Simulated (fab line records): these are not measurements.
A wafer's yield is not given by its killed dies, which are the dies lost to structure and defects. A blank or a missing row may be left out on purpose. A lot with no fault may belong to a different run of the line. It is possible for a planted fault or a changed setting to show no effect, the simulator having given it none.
fab line records    flow sky130
record lots=13  wafers=39  last-day=49
route steps=708 shown RES_XHIGH@339 SD_N@353 LOCAL_INTERCONNECT@398 PAD_OPEN@708
lots with no fault: from the same line, run without faults
start-h: hours from the record's opening day to when the first of the lot's shown wafers began    wait-h: hours from the lot's prior step to this one    " repeats the value in the row above    L1.1+2: a row that stands for several wafers    - no value, or no start was given    * or withheld: withheld    < > ~ a bound
route shown NAME@n: a module of which the file shows steps, and the number in the route of the first    usual: average and standard deviation across the fault-free wafers    same: alike in all rows    chamber/n: place in a boat    sites: the reading at each site    _std_site: the standard deviation of these    _edge_site: inner sites' mean taken away from outer sites' mean    radius-mm: how far each site lies from the wafer's centre    mask NAME#n: copy n    behind: the most recent tool/chamber to have shaped the wafer    hold: why the lot went on hold/how many hours it stayed there/how the hold came to an end    device: names the non-switching transistor (n, p or np)    end of line: the tests these same wafers got at the end of their route    a step with no rows: only its recipe    killed: not the wafer's yield, but the dies lost to structure and defects at the first sort    map: per-die view of a wafer (x killed, . not killed, _ where there is no die)
set.NAME: setting as actually run; set.NAME@STEP: the setting as run at that earlier step    model.NAME: the simulator's own value behind a step, which no gauge read
steps of the route over a sample of lots; a table a step, a row a wafer
services: when a tool's chamber went out of use (start-h, in hours from the record's first day, below 0 if earlier), for how many hours, and the reason
## steps
# step SKY_RES_XHIGH_IMPLANT_07
# recipe species=BF2  energy-kev=20  dose-cm2=3.6e+14  tilt-deg=0
# usual end-station-pressure-torr=5.23e-06/2.8e-07
lot.wafer  tool          chamber  start-h  wait-h  end-station-pressure-torr
L623.1     implanter-02  0        611.65   0.1     5.36e-06
L623.5     "             0        "        "       5.01e-06
L623.6     "             0        "        "       5.12e-06
L625.1     implanter-01  0        638.55   0.1     4.97e-06
L625.4     "             0        "        "       5.04e-06
L625.5     "             0        "        "       5.49e-06
L626.1     implanter-01  0        641.90   0.1     5.33e-06
L626.2     "             0        "        "       4.72e-06
L626.3     "             0        "        "       5.56e-06
L627.1     implanter-04  0        660.93   0.1     4.93e-06
L627.3     "             0        "        "       4.95e-06
L627.4     "             0        "        "       5.22e-06
L630.2     implanter-04  0        671.99   0.1     5.39e-06
L630.3     "             0        "        "       4.93e-06
L630.4     "             0        "        "       5.18e-06
L631.2     implanter-01  0        680.77   0.1     5.63e-06
L631.4     "             0        "        "       5.07e-06
L631.5     "             0        "        "       5.37e-06
L633.1     implanter-01  0        692.36   0.1     5.47e-06
L633.3     "             0        "        "       5.2e-06
L633.4     "             0        "        "       4.84e-06
L634.3     implanter-01  0        703.88   0.1     4.75e-06
L634.4     "             0        "        "       5.17e-06
L634.5     "             0        "        "       5.33e-06
L635.1     implanter-01  0        710.13   0.1     4.88e-06
L635.4     "             0        "        "       5.1e-06
L635.6     "             0        "        "       5.05e-06
L636.1     implanter-02  0        717.05   0.1     5.61e-06
L636.2     "             0        "        "       5.84e-06
L636.5     "             0        "        "       5.38e-06
L637.4     implanter-04  0        729.32   0.1     5.45e-06
L637.5     "             0        "        "       5.06e-06
L637.6     "             0        "        "       5.41e-06
L641.1     implanter-01  0        772.23   0.1     5.42e-06
L641.2     "             0        "        "       5.03e-06
L641.4     "             0        "        "       5.6e-06
L640.3     implanter-01  0        773.80   0.1     5.03e-06
L640.5     "             0        "        "       5.69e-06
L640.6     "             0        "        "       5.11e-06
# step SKY_SD_N_STRIP_11
# recipe chemistry=O2/N2  power-w=1400  pressure-mtorr=1500  platen-temp-c=withheld  o2-flow-sccm=3000  n2-flow-sccm=300  overash-fraction=0.5
# usual drypump-motor-current-A=5.7/0.32  oes-product-au=0.527/0.0041  strip-time-to-endpoint-s=22.54/0.036
lot.wafer  tool             chamber  start-h  wait-h  drypump-motor-current-A  oes-product-au  rf-hours-counter-h  strip-time-to-endpoint-s
L623.1     plasma-asher-04  0        641.75   0.1     6.1                      0.528           49                  22.53
L623.5     "                0        "        "       6.1                      0.529           -                   22.56
L623.6     "                1        "        "       5.7                      0.529           -                   22.59
L625.1     plasma-asher-03  1        667.43   0.1     5.9                      0.528           24                  22.50
L625.4     "                1        "        "       5.9                      0.533           -                   22.49
L625.5     "                0        "        "       5.2                      0.522           -                   22.49
L626.1     plasma-asher-03  1        671.03   0.1     5.9                      0.528           24                  22.53
L626.2     "                0        "        "       5.2                      0.521           24                  22.55
L626.3     "                0        "        "       5.2                      0.524           -                   22.51
L627.1     plasma-asher-04  0        689.44   0.1     6.1                      0.524           54                  22.52
L627.3     "                0        "        "       6.1                      0.531           -                   22.49
L627.4     "                1        "        "       5.7                      0.528           -                   22.52
L630.2     plasma-asher-02  0        700.60   0.1     5.4                      0.528           89                  22.53
L630.3     "                1        "        "       5.7                      0.525           -                   22.49
L630.4     "                0        "        "       5.4                      0.523           -                   22.53
L631.2     plasma-asher-02  0        708.69   0.1     5.4                      0.529           90                  22.48
L631.4     "                1        "        "       5.7                      0.532           -                   22.54
L631.5     "                0        "        "       5.4                      0.530           -                   22.55
L633.1     plasma-asher-03  0        720.79   0.1     5.2                      0.529           28                  22.51
L633.3     "                1        "        "       5.9                      0.528           -                   22.56
L633.4     "                0        "        "       5.2                      0.527           -                   22.56
L634.3     plasma-asher-04  1        732.87   0.1     5.7                      0.532           -                   22.51
L634.4     "                0        "        "       6.1                      0.533           -                   22.54
L634.5     "                1        "        "       5.7                      0.533           -                   22.49
L635.1     plasma-asher-02  0        738.18   0.1     5.4                      0.525           93                  22.51
L635.4     "                1        "        "       5.7                      0.534           -                   22.54
L635.6     "                0        "        "       5.4                      0.527           -                   22.50
L636.1     plasma-asher-03  1        744.98   0.1     5.9                      0.530           31                  22.56
L636.2     "                0        "        "       5.2                      0.534           31                  22.53
L636.5     "                1        "        "       5.9                      0.525           -                   22.54
L637.4     plasma-asher-02  0        757.07   0.1     5.3                      0.530           -                   22.52
L637.5     "                0        "        "       5.4                      0.527           -                   22.50
L637.6     "                1        "        "       5.7                      0.525           -                   22.52
L641.1     plasma-asher-03  0        798.18   0.1     5.2                      0.534           35                  22.52
L641.2     "                1        "        "       5.9                      0.525           35                  22.54
L641.4     "                1        "        "       5.9                      0.521           -                   22.56
L640.3     plasma-asher-03  1        801.52   0.1     5.9                      0.528           -                   22.59
L640.5     "                1        "        "       5.9                      0.526           -                   22.58
L640.6     "                0        "        "       5.2                      0.531           -                   22.56
# step SKY_SD_N_TW_MEAS_12
# usual SD_N_TW=3953/40
lot.wafer  tool           chamber  start-h  wait-h  SD_N_TW
L623.1     film-metro-04  -        641.85   0.1     3916
L623.5     "              -        "        "       3886
L623.6     "              -        "        "       3897
L625.1     film-metro-04  -        667.53   0.1     3932
L625.4     "              -        "        "       3954
L625.5     "              -        "        "       3950
L626.1     film-metro-04  -        671.13   0.1     3927
L626.2     "              -        "        "       3938
L626.3     "              -        "        "       3899
L627.1     film-metro-03  -        689.53   0.1     3963
L627.3     "              -        "        "       3975
L627.4     "              -        "        "       3961
L630.2     film-metro-04  -        700.71   0.1     3900
L630.3     "              -        "        "       3866
L630.4     "              -        "        "       3884
L631.2     film-metro-03  -        708.80   0.1     3963
L631.4     "              -        "        "       3949
L631.5     "              -        "        "       3966
L633.1     film-metro-02  -        720.89   0.1     3979
L633.3     "              -        "        "       4004
L633.4     "              -        "        "       3991
L634.3     film-metro-03  -        732.95   0.1     3959
L634.4     "              -        "        "       3957
L634.5     "              -        "        "       3965
L635.1     film-metro-04  -        738.28   0.1     3925
L635.4     "              -        "        "       3933
L635.6     "              -        "        "       3919
L636.1     film-metro-03  -        745.08   0.1     3997
L636.2     "              -        "        "       3995
L636.5     "              -        "        "       4008
L637.4     film-metro-03  -        757.16   0.1     3979
L637.5     "              -        "        "       3983
L637.6     "              -        "        "       3986
L641.1     film-metro-03  -        798.28   0.1     3983
L641.2     "              -        "        "       3975
L641.4     "              -        "        "       3970
L640.3     film-metro-03  -        801.60   0.1     3963
L640.5     "              -        "        "       3954
L640.6     "              -        "        "       3964
# step SKY_SD_N_RS_MEAS_18
# recipe thk-meas-gauge=four-point-probe
# usual RES_XHIGH_RS=333.1/1.3
lot.wafer  tool           chamber  start-h  wait-h  RES_XHIGH_RS[ohm/sq]
L623.1     film-metro-02  -        642.38   0.1     334.4
L623.5     "              -        "        "       333.7
L623.6     "              -        "        "       332.3
L625.1     film-metro-02  -        668.06   0.1     331.5
L625.4     "              -        "        "       330.0
L625.5     "              -        "        "       330.9
L626.1     film-metro-04  -        671.72   0.1     333.6
L626.2     "              -        "        "       336.2
L626.3     "              -        "        "       336.6
L627.1     film-metro-03  -        690.12   0.1     333.8
L627.3     "              -        "        "       335.0
L627.4     "              -        "        "       333.8
L630.2     film-metro-03  -        701.25   0.1     336.0
L630.3     "              -        "        "       334.2
L630.4     "              -        "        "       333.8
L631.2     film-metro-04  -        709.38   0.1     334.1
L631.4     "              -        "        "       334.5
L631.5     "              -        "        "       334.3
L633.1     film-metro-03  -        721.41   0.1     332.6
L633.3     "              -        "        "       332.9
L633.4     "              -        "        "       331.6
L634.3     film-metro-02  -        733.50   0.1     333.5
L634.4     "              -        "        "       333.6
L634.5     "              -        "        "       334.4
L635.1     film-metro-02  -        738.81   0.1     334.2
L635.4     "              -        "        "       333.3
L635.6     "              -        "        "       332.5
L636.1     film-metro-03  -        745.61   0.1     331.1
L636.2     "              -        "        "       332.9
L636.5     "              -        "        "       333.0
L637.4     film-metro-03  -        757.77   0.1     332.8
L637.5     "              -        "        "       330.4
L637.6     "              -        "        "       331.6
L641.1     film-metro-04  -        798.81   0.1     331.9
L641.2     "              -        "        "       333.7
L641.4     "              -        "        "       334.3
L640.3     film-metro-03  -        802.15   0.1     364.0
L640.5     "              -        "        "       333.2
L640.6     "              -        "        "       333.3
# step SKY_LOCAL_INTERCONNECT_CD_MEAS_11
# recipe target-cd-nm=170
# usual cd-nm=170.0/1.5
lot.wafer  tool       chamber  start-h  wait-h  cd-nm
L623.1     cd-sem-02  -        700.96   -       171.0
L623.5     "          -        "        "       169.5
L623.6     "          -        "        "       170.5
L625.1     cd-sem-02  -        726.03   -       171.8
L625.4     "          -        "        "       171.5
L625.5     "          -        "        "       171.1
L626.1     cd-sem-02  -        730.33   -       170.2
L626.2     "          -        "        "       169.4
L626.3     "          -        "        "       168.9
L627.1     cd-sem-01  -        748.30   -       170.8
L627.3     "          -        "        "       170.7
L627.4     "          -        "        "       170.7
L630.2     cd-sem-02  -        759.40   -       170.7
L630.3     "          -        "        "       169.9
L630.4     "          -        "        "       170.5
L631.2     cd-sem-02  -        767.12   -       170.8
L631.4     "          -        "        "       172.8
L631.5     "          -        "        "       172.5
L633.1     cd-sem-01  -        778.76   -       168.1
L633.3     "          -        "        "       168.6
L633.4     "          -        "        "       169.1
L634.3     cd-sem-01  -        789.70   -       169.1
L634.4     "          -        "        "       169.3
L634.5     "          -        "        "       166.3
L635.1     cd-sem-02  -        794.95   -       172.4
L635.4     "          -        "        "       169.5
L635.6     "          -        "        "       173.6
L636.1     cd-sem-01  -        801.38   -       170.5
L636.2     "          -        "        "       170.3
L636.5     "          -        "        "       170.3
L637.4     cd-sem-01  -        811.56   -       168.5
L637.5     "          -        "        "       168.3
L637.6     "          -        "        "       169.5
L641.1     cd-sem-02  -        852.96   -       169.4
L641.2     "          -        "        "       170.1
L641.4     "          -        "        "       170.0
L640.3     cd-sem-01  -        855.44   -       170.2
L640.5     "          -        "        "       168.0
L640.6     "          -        "        "       170.0
# step SKY_PAD_OPEN_PROBE_99
# usual killed_at_M0_to_M3=45/6.6  killed_at_M4_up=3.1/1.6  killed-at-contacts=24/5  killed-at-front-end=14/4.4  killed-at-other=0.3/0.58  killed-dies=87/9.2  killed-open=47/6.7  killed-short=40/6.4
# same gross-dies=492  killed-at-back-side=0
lot.wafer  tool       chamber  start-h  wait-h  killed_at_M0_to_M3  killed_at_M4_up  killed-at-contacts  killed-at-front-end  killed-at-other  killed-dies  killed-open  killed-short
L641.1     prober-02  -        1182.00  0.1     47                  4                20                  16                   1                88           50           38
L641.2     prober-02  -        1182.05  0.1     39                  2                20                  17                   0                78           38           40
L641.4     prober-02  -        1182.15  0.2     57                  5                23                  13                   1                99           57           42
# killed by level:class
L641.1 VIA1:geometric-particle:open=10 LI_CONTACT:geometric-particle:open=8 VIA2:geometric-particle:open=8 CONTACT:geometric-particle:open=7 VIA3:geometric-particle:open=7 POLY_GATE:geometric-particle:open=6 METAL1:geometric-particle:short=6 VIA3:geometric-particle:short=5
L641.2 CONTACT:geometric-particle:open=9 VIA1:geometric-particle:open=6 POLY_GATE:geometric-particle:open=5 METAL1:geometric-particle:short=5 VIA2:geometric-particle:open=5 VIA3:geometric-particle:open=5 FIELD_ISO:geometric-particle:short=4 CONTACT:geometric-particle:short=4
L641.4 VIA1:geometric-particle:open=16 VIA2:geometric-particle:open=11 METAL2:geometric-particle:short=9 CONTACT:geometric-particle:open=8 LI_CONTACT:geometric-particle:open=6 FIELD_ISO:geometric-particle:open=5 VIA3:geometric-particle:open=5 CONTACT:geometric-particle:short=4
## services
tool             chamber  start-h  hours  kind
implanter-02     -        591.23   4.8    repair
plasma-asher-02  -        612.07   2.8    pm
implanter-01     -        618.53   6.6    repair
implanter-04     -        627.54   4.9    pm
implanter-02     -        654.54   7.2    pm
implanter-01     -        660.74   3.7    repair
implanter-04     -        681.05   2.4    pm
plasma-asher-03  -        700.71   2.8    pm
plasma-asher-03  -        706.02   11.1   repair
implanter-02     -        733.54   43.5   pm
plasma-asher-03  -        754.58   12.2   pm
implanter-01     -        763.72   6.4    pm
## key
first-sign step=SKY_SD_N_RS_MEAS_18  reading=RES_XHIGH_RS  direction=up  sigmas=24  usual=333.1  struck=364.0
effect none on later readings
met-at SKY_RES_XHIGH_IMPLANT_07
struck-lots L640
struck-wafers L640.3
tester-left-out L640
not-acting-at SKY_SD_N_STRIP_11,SKY_SD_N_TW_MEAS_12,SKY_LOCAL_INTERCONNECT_CD_MEAS_11
onset-between 772.23 773.80
fault kind=process-parameter-drift  tool=implanter-01  chamber=-  onset-h=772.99  steps=SKY_RES_XHIGH_IMPLANT_07  channel=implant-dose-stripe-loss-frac  offset=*  shape=step  end-h=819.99  scope=struck-wafers-only
# tester-left-out: of these lots the tester's yield and bins aren't shown, on N5 and GAA mostly nor the transistor test; their killed dies are dies lost to structure and defects alone, not to doping, threshold or leakage, so they don't give the yield
